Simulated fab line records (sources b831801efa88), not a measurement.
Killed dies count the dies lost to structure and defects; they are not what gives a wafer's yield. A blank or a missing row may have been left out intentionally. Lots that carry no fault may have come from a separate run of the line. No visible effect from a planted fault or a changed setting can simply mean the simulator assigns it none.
2 desks looking at one fault    flow sky130    each desk holds nothing but its own numbers, with what lay behind them at the end

## AT THE TOOL OWNER'S DESK: implanter-02
The tool's own readings at SKY_LDD_HVN_IMPLANT_08: means of the sampled wafers that have a number, for each lot that ran on this tool. A lot is out of limits, marked OUT, if its mean lies more than 4 standard deviations from the usual mean; the brackets give that distance.
Columns: A = doseIonsCm2 at SKY_LDD_HVN_IMPLANT_08, usual 3e+13; B = tiltDeg at SKY_LDD_HVN_IMPLANT_08, usual 40.001 degrees
lot   first seen here  A                B
L606  day 19 23:13     3e+13            39.985
L610  day 21 11:33     3e+13            40.004
L615  day 24 08:30     3e+13            40.020
L626  day 27 06:35     3e+13 (+21) OUT  39.991
L627  day 27 13:01     3e+13 (+19) OUT  40.010
This desk's finding: out of limits on L626, L627; first on L626, day 27 06:35 (doseIonsCm2 at SKY_LDD_HVN_IMPLANT_08). L606, L610, L615 stayed within limits.

## FROM THE METROLOGY DESK
Means of the sampled wafers that have a number, per lot and without regard to the tool the lot ran on: this is what the gauges read. A lot is out of limits, marked OUT, if its mean lies more than 4 standard deviations from the usual mean; the brackets give that distance.
Columns: A = cdNm at SKY_VT_ADJUST_HVTR_CD_MEAS_07, usual 380.3 nm; B = SONOS_ONO_OVL at SKY_SONOS_ONO_OVL_MEAS_14, usual 1.1 nm
lot   first seen here  A      B
L606  day 9 09:29      379.2  1.3
L610  day 10 09:47     377.7  1.7
L611  day 10 17:43     382.8  2.1
L612  day 11 02:31     380.3  2.5
L613  day 11 12:33     382.2  -0.6
L614  day 12 13:03     378.6  0.3
L616  day 12 16:04     383.0  0.3
L615  day 12 17:00     382.3  2.2
L618  day 13 05:20     380.6  -0.4
L626  day 15 11:21     378.8  1.3
L627  day 15 20:07     376.9  1.1
L628  day 16 03:07     376.8  1.5
L629  day 16 13:11     380.2  2.2
This desk's verdict: no lot among the 13 shows anything out of limits.

## TAKEN TOGETHER
On L626, L627, at day 27 06:35, an alarm was possible from the tool owner's desk.
From the metrology desk's view, nothing was out of limits.
The metrology desk has L626, L627 on record, within its limits.
The lots listed all ran SKY_LDD_HVN_IMPLANT_08 on implanter-02.

## WHAT THE SIMULATOR HAD PUT IN
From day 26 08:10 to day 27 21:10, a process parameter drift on implanter-02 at SKY_LDD_HVN_IMPLANT_08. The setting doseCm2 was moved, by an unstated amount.
Lots struck among those shown: L626, L627.
Time in hours from fault onset to the first out-of-limits reading at each desk: the tool owner's desk, 22.
